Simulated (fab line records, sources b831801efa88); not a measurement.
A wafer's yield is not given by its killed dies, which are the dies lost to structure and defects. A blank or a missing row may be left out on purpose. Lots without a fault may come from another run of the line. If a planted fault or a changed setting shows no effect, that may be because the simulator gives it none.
Which of the tools did it? :: flow sky130 :: 24 lots, 72 wafers sampled, at 4 steps of a route of 708

WHAT EACH GAUGE READ, for each wafer
SKY_LOCAL_INTERCONNECT_THK_MEAS_02: measures by xrf. Usual: LOCAL_INTERCONNECT_TIN_THK typically reads 100.9 nm, with standard deviation 1.3.
lot: L074
measured: day 28 11:44
on: film_metro-03
LOCAL_INTERCONNECT_TIN_THK (nm): 102.3 103.2 102.0
flag: 

lot: L075
measured: day 29 09:40
on: film_metro-01
LOCAL_INTERCONNECT_TIN_THK (nm): 100.3 100.5 100.1
flag: 

lot: L076
measured: day 29 11:53
on: film_metro-03
LOCAL_INTERCONNECT_TIN_THK (nm): 103.1 103.0 103.7
flag: 

lot: L077
measured: day 29 20:35
on: film_metro-03
LOCAL_INTERCONNECT_TIN_THK (nm): 102.1 101.6 101.2
flag: 

lot: L078
measured: day 31 07:38
on: film_metro-01
LOCAL_INTERCONNECT_TIN_THK (nm): 102.6 101.4 102.6
flag: 

lot: L079
measured: day 31 13:59
on: film_metro-03
LOCAL_INTERCONNECT_TIN_THK (nm): 102.1 101.5 101.5
flag: 

lot: L080
measured: day 31 14:41
on: film_metro-01
LOCAL_INTERCONNECT_TIN_THK (nm): 100.2 100.1 99.9
flag: 

lot: L081
measured: day 31 15:35
on: film_metro-01
LOCAL_INTERCONNECT_TIN_THK (nm): 101.3 101.7 101.0
flag: 

lot: L082
measured: day 31 20:31
on: film_metro-02
LOCAL_INTERCONNECT_TIN_THK (nm): 101.3 100.8 102.0
flag: 

lot: L083
measured: day 32 06:15
on: film_metro-01
LOCAL_INTERCONNECT_TIN_THK (nm): 100.5 100.7 100.6
flag: 

lot: L085
measured: day 32 16:04
on: film_metro-01
LOCAL_INTERCONNECT_TIN_THK (nm): 98.3 98.5 99.6
flag: 

lot: L084
measured: day 32 18:08
on: film_metro-02
LOCAL_INTERCONNECT_TIN_THK (nm): 99.9 101.0 102.0
flag: 

lot: L086
measured: day 32 23:44
on: film_metro-02
LOCAL_INTERCONNECT_TIN_THK (nm): 101.1 100.7 100.6
flag: 

lot: L087
measured: day 33 09:28
on: film_metro-02
LOCAL_INTERCONNECT_TIN_THK (nm): 100.2 100.4 100.8
flag: 

lot: L088
measured: day 33 14:52
on: film_metro-03
LOCAL_INTERCONNECT_TIN_THK (nm): 103.4 103.8 104.6
flag: 

lot: L090
measured: day 34 23:50
on: film_metro-02
LOCAL_INTERCONNECT_TIN_THK (nm): 100.4 99.6 101.0
flag: 

lot: L091
measured: day 35 03:19
on: film_metro-03
LOCAL_INTERCONNECT_TIN_THK (nm): 100.9 102.0 101.2
flag: 

lot: L089
measured: day 35 06:11
on: film_metro-01
LOCAL_INTERCONNECT_TIN_THK (nm): 99.3 99.2 99.5
flag: 

lot: L092
measured: day 35 06:31
on: film_metro-02
LOCAL_INTERCONNECT_TIN_THK (nm): 100.6 100.7 100.0
flag: 

lot: L093
measured: day 35 10:29
on: film_metro-02
LOCAL_INTERCONNECT_TIN_THK (nm): 100.6 100.5 100.5
flag: 

lot: L094
measured: day 36 04:35
on: film_metro-03
LOCAL_INTERCONNECT_TIN_THK (nm): 101.3 101.5 101.2
flag: 

lot: L095
measured: day 36 14:29
on: film_metro-01
LOCAL_INTERCONNECT_TIN_THK (nm): 99.0 98.9 98.8
flag: 

lot: L097
measured: day 36 15:46
on: film_metro-03
LOCAL_INTERCONNECT_TIN_THK (nm): 101.2 100.5 100.9
flag: 

lot: L096
measured: day 36 20:25
on: film_metro-01
LOCAL_INTERCONNECT_TIN_THK (nm): 99.9 99.3 99.7
flag: 

SKY_METAL1_CD_MEAS_15: the cd target is 140 nm. Usual: 140.4 nm for cd_nm, sd 1.4.
lot: L074
measured: day 32 02:29
on: cd_sem-02
cd_nm (nm): 142.1 141.7 141.3
flag: 

lot: L075
measured: day 32 23:39
on: cd_sem-02
cd_nm (nm): 138.6 139.5 139.6
flag: 

lot: L076
measured: day 33 01:02
on: cd_sem-02
cd_nm (nm): 139.2 137.5 138.5
flag: 

lot: L077
measured: day 33 11:16
on: cd_sem-02
cd_nm (nm): 140.0 140.4 139.7
flag: 

lot: L078
measured: day 34 18:36
on: cd_sem-01
cd_nm (nm): 139.7 142.0 142.5
flag: 

lot: L079
measured: day 35 01:23
on: cd_sem-01
cd_nm (nm): 140.3 139.8 137.1
flag: 

lot: L080
measured: day 35 03:02
on: cd_sem-01
cd_nm (nm): 138.3 141.0 138.7
flag: 

lot: L081
measured: day 35 03:45
on: cd_sem-01
cd_nm (nm): 142.4 142.5 141.0
flag: 

lot: L082
measured: day 35 08:05
on: cd_sem-02
cd_nm (nm): 138.6 140.3 140.2
flag: 

lot: L083
measured: day 35 16:14
on: cd_sem-01
cd_nm (nm): 141.6 142.6 141.2
flag: 

lot: L085
measured: day 36 02:08
on: cd_sem-01
cd_nm (nm): 140.1 139.4 139.7
flag: 

lot: L084
measured: day 36 04:39
on: cd_sem-02
cd_nm (nm): 140.8 139.6 139.4
flag: 

lot: L086
measured: day 36 09:17
on: cd_sem-02
cd_nm (nm): 140.0 139.7 138.4
flag: 

lot: L087
measured: day 36 18:25
on: cd_sem-01
cd_nm (nm): 141.6 141.0 142.8
flag: 

lot: L088
measured: day 37 00:29
on: cd_sem-02
cd_nm (nm): 140.8 141.8 139.8
flag: 

lot: L090
measured: day 38 07:17
on: cd_sem-01
cd_nm (nm): 138.5 138.1 138.7
flag: 

lot: L091
measured: day 38 11:23
on: cd_sem-02
cd_nm (nm): 141.4 141.6 142.2
flag: 

lot: L089
measured: day 38 14:58
on: cd_sem-01
cd_nm (nm): 143.5 140.6 140.7
flag: 

lot: L092
measured: day 38 15:17
on: cd_sem-02
cd_nm (nm): 141.0 141.3 139.0
flag: 

lot: L093
measured: day 38 17:40
on: cd_sem-01
cd_nm (nm): 138.9 140.5 140.8
flag: 

lot: L094
measured: day 39 11:50
on: cd_sem-02
cd_nm (nm): 140.7 140.5 141.0
flag: 

lot: L095
measured: day 39 22:02
on: cd_sem-01
cd_nm (nm): 141.2 141.3 141.5
flag: 

lot: L097
measured: day 39 23:01
on: cd_sem-01
cd_nm (nm): 138.9 140.3 140.5
flag: 

lot: L096
measured: day 40 03:02
on: cd_sem-01
cd_nm (nm): 141.2 141.3 140.1
flag: 

SKY_CAPM_THK_MEAS_04: measures by xrf. Usual: CAPM_TIN_THK typically reads 201.8 nm, with standard deviation 2.4.
lot: L074
measured: day 35 15:34
on: film_metro-02
CAPM_TIN_THK (nm): 198.6 199.5 197.3
flag: 

lot: L075
measured: day 36 11:58
on: film_metro-04
CAPM_TIN_THK (nm): 205.9 204.8 205.1
flag: 

lot: L076
measured: day 36 15:46
on: film_metro-04
CAPM_TIN_THK (nm): 206.9 204.8 203.1
flag: 

lot: L077
measured: day 36 22:55
on: film_metro-01
CAPM_TIN_THK (nm): 200.6 202.2 200.8
flag: 

lot: L078
measured: day 38 06:19
on: film_metro-01
CAPM_TIN_THK (nm): 203.0 205.2 204.6
flag: 

lot: L079
measured: day 38 12:53
on: film_metro-01
CAPM_TIN_THK (nm): 199.7 199.6 199.3
flag: 

lot: L080
measured: day 38 15:16
on: film_metro-04
CAPM_TIN_THK (nm): 202.8 203.6 203.6
flag: 

lot: L081
measured: day 38 17:51
on: film_metro-04
CAPM_TIN_THK (nm): 203.1 201.0 201.1
flag: 

lot: L082
measured: day 38 19:27
on: film_metro-04
CAPM_TIN_THK (nm): 200.4 199.9 203.7
flag: 

lot: L083
measured: day 39 04:37
on: film_metro-01
CAPM_TIN_THK (nm): 201.4 200.4 202.0
flag: 

lot: L085
measured: day 39 11:16
on: film_metro-01
CAPM_TIN_THK (nm): 201.7 199.0 202.6
flag: 

lot: L084
measured: day 39 16:45
on: film_metro-02
CAPM_TIN_THK (nm): 198.3 199.8 199.3
flag: 

lot: L086
measured: day 39 20:38
on: film_metro-01
CAPM_TIN_THK (nm): 200.3 200.5 200.7
flag: 

lot: L087
measured: day 40 03:53
on: film_metro-01
CAPM_TIN_THK (nm): 199.9 200.6 199.6
flag: 

lot: L088
measured: day 40 11:04
on: film_metro-02
CAPM_TIN_THK (nm): 201.4 201.9 204.6
flag: 

lot: L090
measured: day 41 15:04
on: film_metro-01
CAPM_TIN_THK (nm): 206.5 205.0 203.1
flag: 

lot: L091
measured: day 41 19:39
on: film_metro-02
CAPM_TIN_THK (nm): 200.7 198.0 200.6
flag: 

lot: L089
measured: day 42 01:09
on: film_metro-04
CAPM_TIN_THK (nm): 205.9 204.4 204.9
flag: 

lot: L092
measured: day 42 01:19
on: film_metro-04
CAPM_TIN_THK (nm): 202.9 203.4 202.1
flag: 

lot: L093
measured: day 42 02:12
on: film_metro-02
CAPM_TIN_THK (nm): 199.6 199.3 199.4
flag: 

lot: L094
measured: day 42 20:11
on: film_metro-02
CAPM_TIN_THK (nm): 200.0 198.8 200.6
flag: 

lot: L095
measured: day 43 03:37
on: film_metro-04
CAPM_TIN_THK (nm): 205.6 203.9 203.4
flag: 

lot: L097
measured: day 43 04:29
on: film_metro-04
CAPM_TIN_THK (nm): 201.4 199.1 200.0
flag: 

lot: L096
measured: day 43 09:35
on: film_metro-01
CAPM_TIN_THK (nm): 206.5 203.8 205.2
flag: 

WHAT TOOL EACH LOT RAN ON (gives the tool, then ch and the chambers of the sampled wafers, and finally the start)
lot: L074
SKY_METAL3_SPUTTER_00: pvd_sputter-01, day 35 15:05

lot: L075
SKY_METAL3_SPUTTER_00: pvd_sputter-04, day 36 11:29

lot: L076
SKY_METAL3_SPUTTER_00: pvd_sputter-01, day 36 15:17

lot: L077
SKY_METAL3_SPUTTER_00: pvd_sputter-04, day 36 22:27

lot: L078
SKY_METAL3_SPUTTER_00: pvd_sputter-01, day 38 05:50

lot: L079
SKY_METAL3_SPUTTER_00: pvd_sputter-04, day 38 12:26

lot: L080
SKY_METAL3_SPUTTER_00: pvd_sputter-01, day 38 14:48

lot: L081
SKY_METAL3_SPUTTER_00: pvd_sputter-02, day 38 17:23

lot: L082
SKY_METAL3_SPUTTER_00: pvd_sputter-01, day 38 18:59

lot: L083
SKY_METAL3_SPUTTER_00: pvd_sputter-02, day 39 04:08

lot: L085
SKY_METAL3_SPUTTER_00: pvd_sputter-01, day 39 10:47

lot: L084
SKY_METAL3_SPUTTER_00: pvd_sputter-01, day 39 16:17

lot: L086
SKY_METAL3_SPUTTER_00: pvd_sputter-02, day 39 20:11

lot: L087
SKY_METAL3_SPUTTER_00: pvd_sputter-04, day 40 03:24

lot: L088
SKY_METAL3_SPUTTER_00: pvd_sputter-04, day 40 10:37

lot: L090
SKY_METAL3_SPUTTER_00: pvd_sputter-04, day 41 14:36

lot: L091
SKY_METAL3_SPUTTER_00: pvd_sputter-04, day 41 19:11

lot: L089
SKY_METAL3_SPUTTER_00: pvd_sputter-01, day 42 00:40

lot: L092
SKY_METAL3_SPUTTER_00: pvd_sputter-04, day 42 00:50

lot: L093
SKY_METAL3_SPUTTER_00: pvd_sputter-01, day 42 01:43

lot: L094
SKY_METAL3_SPUTTER_00: pvd_sputter-04, day 42 19:43

lot: L095
SKY_METAL3_SPUTTER_00: pvd_sputter-01, day 43 03:10

lot: L097
SKY_METAL3_SPUTTER_00: pvd_sputter-04, day 43 04:00

lot: L096
SKY_METAL3_SPUTTER_00: pvd_sputter-02, day 43 09:07
- SKY_METAL3_SPUTTER_00: material Ti, target thk 15 nm, time 10 s.

AS READ BY THE TOOLS THEMSELVES (means over the sampled wafers that have a number; for cases with no such wafer, the mark the record gives instead)
SKY_METAL3_SPUTTER_00. Usual: chamber_pressure_pa 0.4001 Pa, standard deviation 0.00076; throttle_valve_pct 29.7 %, standard deviation 0.81.
lot: L074
tool: pvd_sputter-01
chamber_pressure_pa (Pa): 0.4006
throttle_valve_pct (%): 29.9
flag: 

lot: L075
tool: pvd_sputter-04
chamber_pressure_pa (Pa): 0.4004
throttle_valve_pct (%): 29.8
flag: 

lot: L076
tool: pvd_sputter-01
chamber_pressure_pa (Pa): 0.4009
throttle_valve_pct (%): 30.0
flag: 

lot: L077
tool: pvd_sputter-04
chamber_pressure_pa (Pa): 0.3997
throttle_valve_pct (%): 29.8
flag: 

lot: L078
tool: pvd_sputter-01
chamber_pressure_pa (Pa): 0.4002
throttle_valve_pct (%): 29.2
flag: 

lot: L079
tool: pvd_sputter-04
chamber_pressure_pa (Pa): 0.3995
throttle_valve_pct (%): 29.2
flag: 

lot: L080
tool: pvd_sputter-01
chamber_pressure_pa (Pa): 0.3993
throttle_valve_pct (%): 29.3
flag: 

lot: L081
tool: pvd_sputter-02
chamber_pressure_pa (Pa): 0.3998
throttle_valve_pct (%): 30.2
flag: 

lot: L082
tool: pvd_sputter-01
chamber_pressure_pa (Pa): 0.4002
throttle_valve_pct (%): 29.3
flag: 

lot: L083
tool: pvd_sputter-02
chamber_pressure_pa (Pa): 0.3996
throttle_valve_pct (%): 30.9
flag: 

lot: L085
tool: pvd_sputter-01
chamber_pressure_pa (Pa): 0.4000
throttle_valve_pct (%): 29.7
flag: 

lot: L084
tool: pvd_sputter-01
chamber_pressure_pa (Pa): 0.3994
throttle_valve_pct (%): 30.1
flag: 

lot: L086
tool: pvd_sputter-02
chamber_pressure_pa (Pa): 0.3996
throttle_valve_pct (%): 31.6
flag: 

lot: L087
tool: pvd_sputter-04
chamber_pressure_pa (Pa): 0.3993
throttle_valve_pct (%): 29.2
flag: 

lot: L088
tool: pvd_sputter-04
chamber_pressure_pa (Pa): 0.4000
throttle_valve_pct (%): 29.2
flag: 

lot: L090
tool: pvd_sputter-04
chamber_pressure_pa (Pa): 0.4003
throttle_valve_pct (%): 29.6
flag: 

lot: L091
tool: pvd_sputter-04
chamber_pressure_pa (Pa): 0.4000
throttle_valve_pct (%): 29.1
flag: 

lot: L089
tool: pvd_sputter-01
chamber_pressure_pa (Pa): 0.4008
throttle_valve_pct (%): 29.7
flag: 

lot: L092
tool: pvd_sputter-04
chamber_pressure_pa (Pa): 0.4003
throttle_valve_pct (%): 30.2
flag: 

lot: L093
tool: pvd_sputter-01
chamber_pressure_pa (Pa): 0.3997
throttle_valve_pct (%): 29.2
flag: 

lot: L094
tool: pvd_sputter-04
chamber_pressure_pa (Pa): 0.4005
throttle_valve_pct (%): 30.2
flag: 

lot: L095
tool: pvd_sputter-01
chamber_pressure_pa (Pa): 0.3994
throttle_valve_pct (%): 29.6
flag: 

lot: L097
tool: pvd_sputter-04
chamber_pressure_pa (Pa): 0.3995
throttle_valve_pct (%): 29.7
flag: 

lot: L096
tool: pvd_sputter-02
chamber_pressure_pa (Pa): 0.4003
throttle_valve_pct (%): 30.6
flag: 

THE ANSWER, worked out from the rows above alone
Rule: a lot counts as off when the mean over its wafers that have a number is more than 3 standard deviations away from the usual mean. Also off: a lot with no number at a reading for which 4 or more lots have one. Where the step has rows for the other lots, those lots are counted as sound. Order of review: gauges by route order, followed by the tools' own readings, for which a lot's mean as printed above is used. The first step at which some lot is off is used, and at that step the reading that is off furthest; a lot without a number counts as furthest.
No lot is off on any of the readings shown, so nothing can be concluded from this.

WHAT HAD BEEN PUT IN BY THE SIMULATOR
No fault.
